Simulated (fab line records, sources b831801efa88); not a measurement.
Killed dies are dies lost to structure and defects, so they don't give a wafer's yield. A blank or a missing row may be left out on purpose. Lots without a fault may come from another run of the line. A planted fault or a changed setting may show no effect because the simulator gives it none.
A struck lot beside a sound one | flow gf180mcu | 16 steps out of a route of 602
Sound: wafers L174.2, L174.3, L174.6. Struck: wafers L187.1, L187.2, L187.3. The cause comes at the end.
At each step with rows: each side's tool, then ch and its chambers, then its first start. Under that, the readings that differ: sound wafers | struck wafers | difference of the means | sigmas: that difference in standard deviations of wafers without a fault.
alike: readings whose means differ by less than 2 such deviations, and words and numbers that are the same on both sides. not compared: withheld readings, readings that some wafer has no value for, bounds like >300 that may hide the same value, and numbers for which the record gives no deviation and whose values overlap.
The two part at a step that has a row with sigmas, a row that says differs or no value, or rows on one side only. Numbers that don't overlap but have no deviation are shown without sigmas and don't part them. A reading that every wafer of one side lacks parts them only if that side has two wafers or more.

GF_NSD_CD_MEAS_07: target cd 400 nm.
  sound on cd_sem-01, day 15 14:35; struck on cd_sem-01, day 20 12:45
  alike: cd_nm
GF_NSD_OVL_MEAS_08:
  sound on overlay-01, day 15 14:42; struck on overlay-01, day 20 12:52
  alike: NSD_OVL
then, 2 steps without rows for these wafers: GF_NSD_IMPLANT_09; GF_NSD_IMPLANT_10.
GF_NSD_STRIP_11: strips in O2/N2.
  sound on plasma_asher-02 ch 0,1, day 15 15:02; struck on plasma_asher-01 ch 0,1, day 20 13:12
  reading            | sound       | struck      | difference | sigmas
  heater_power_w (W) | 316 318 335 | 400 348 399 | +59        | +2
  alike: drypump_motor_current_A, oes_product_au, strip_time_to_endpoint_s
  not compared: rf_hours_counter_h
GF_NSD_TW_MEAS_12:
  sound on film_metro-01, day 15 15:08; struck on film_metro-01, day 20 13:18
  alike: NSD_TW
then, 6 steps without rows for these wafers: GF_PSD_DEHYDRATE_00 (time 60 s); GF_PSD_HMDS_01 (prime time 60 s); GF_PSD_COAT_02 (resist thk 1000 nm); GF_PSD_SOFTBAKE_03 (time 60 s); GF_PSD_EXPOSE_04 (exposes mask Pplus, target cd 400 nm); GF_PSD_PEB_05.
GF_PSD_DEVELOP_06: develop time 60 s.
  sound on litho_track-04 ch 0, day 16 12:34; struck on litho_track-04 ch 0, day 21 12:47
  reading              | sound             | struck            | difference | sigmas
  developer_temp_C (C) | 22.88 22.83 22.86 | 25.25 25.05 25.13 | +2.29      | +21
  alike: chill_plate_temp_C, resist_line_temp_C
GF_PSD_CD_MEAS_07: target cd 400 nm.
  sound on cd_sem-01, day 16 12:43; struck on cd_sem-02, day 21 12:56
  reading    | sound             | struck            | difference | sigmas
  cd_nm (nm) | 403.7 406.1 401.8 | 392.7 395.1 395.2 | -9.5       | -5
GF_PSD_OVL_MEAS_08:
  sound on overlay-02, day 16 12:49; struck on overlay-01, day 21 13:04
  alike: PSD_OVL
GF_PASSIVATION_PROBE_99:
  the record has rows for the sound wafers here (prober-01, day 31 01:02) and none for the struck ones

WHERE THEY PART
First at GF_NSD_STRIP_11; last, within this record, at GF_PASSIVATION_PROBE_99.

WHY: what the simulator had put in
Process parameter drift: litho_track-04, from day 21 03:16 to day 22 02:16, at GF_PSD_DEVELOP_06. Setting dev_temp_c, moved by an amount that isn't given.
